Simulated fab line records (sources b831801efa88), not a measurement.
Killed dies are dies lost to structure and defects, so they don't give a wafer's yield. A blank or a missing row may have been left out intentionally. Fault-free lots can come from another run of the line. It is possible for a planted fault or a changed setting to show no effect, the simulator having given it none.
Which tool did it? + flow gf180mcu + 12 lots, 36 wafers sampled, at 2 steps of a route of 602

WHAT THE GAUGES SHOWED, per wafer
GF_V3_THK_MEAS_03.
| lot  | measured     | on            | V3_CVD_02_THK (nm) |
|------|--------------|---------------|--------------------|
| L075 | day 21 12:17 | film_metro-02 | 843 854 851        |
| L077 | day 22 16:49 | film_metro-04 | 833 843 839        |
| L080 | day 23 20:53 | film_metro-02 | 856 866 869        |
| L082 | day 24 09:26 | film_metro-02 | 858 871 861        |
| L083 | day 24 18:54 | film_metro-02 | 852 859 859        |
| L085 | day 25 13:20 | film_metro-04 | 843 874 856        |
| L087 | day 26 03:50 | film_metro-03 | 832 842 838        |
| L089 | day 26 13:31 | film_metro-04 | 855 861 862        |
| L091 | day 26 22:07 | film_metro-04 | 832 841 852        |
| L093 | day 27 17:15 | film_metro-02 | 838 863 856        |
| L095 | day 28 04:20 | film_metro-02 | 844 862 863        |
| L097 | day 28 20:43 | film_metro-03 | 850 870 867        |

WHICH TOOL RAN EACH LOT (tool, then ch and the chambers of the sampled wafers, then the start)
| lot  | GF_V2_ETCH_17                                 |
|------|-----------------------------------------------|
| L075 | rie_diel-02 ch 0,2,3, day 21 12:17 or earlier |
| L077 | rie_diel-04 ch 0,3, day 22 16:49 or earlier   |
| L080 | rie_diel-02 ch 0,2,3, day 23 20:53 or earlier |
| L082 | rie_diel-04 ch 1,2, day 24 09:26 or earlier   |
| L083 | rie_diel-02 ch 1,2,3, day 24 18:54 or earlier |
| L085 | rie_diel-01 ch 0,2,3, day 25 13:20 or earlier |
| L087 | rie_diel-01 ch 1,2, day 26 03:50 or earlier   |
| L089 | rie_diel-01 ch 1,3, day 26 13:31 or earlier   |
| L091 | rie_diel-01 ch 1,2,3, day 26 22:07 or earlier |
| L093 | rie_diel-02 ch 0,2, day 27 17:15 or earlier   |
| L095 | rie_diel-04 ch 0,2,3, day 28 04:20 or earlier |
| L097 | rie_diel-02 ch 0,1,3, day 28 20:43 or earlier |
- GF_V2_ETCH_17: etches SiO2 in C4F8/O2/Ar, stops on TiN, target depth 630 nm.

THE ANSWER, worked out from the rows above alone
Rule: the usual values come from the lots themselves. The widest of any qualifying gaps counts: lots, ordered by their means at a reading, are off when they make up no more than a third of the lots, leave a main group of 4 or more, and stand apart from it by 3 or more times the standard deviation of that group's means. A main group whose means are all the same, to the digits that the tables above print for the reading, isn't used. Also off: a lot with no number at a reading for which 4 or more lots have one. Any other lot the step has rows for is counted as sound.
No lot is off on any of the readings shown, so nothing can be concluded from this.

WHAT THE SIMULATOR HAD INSERTED
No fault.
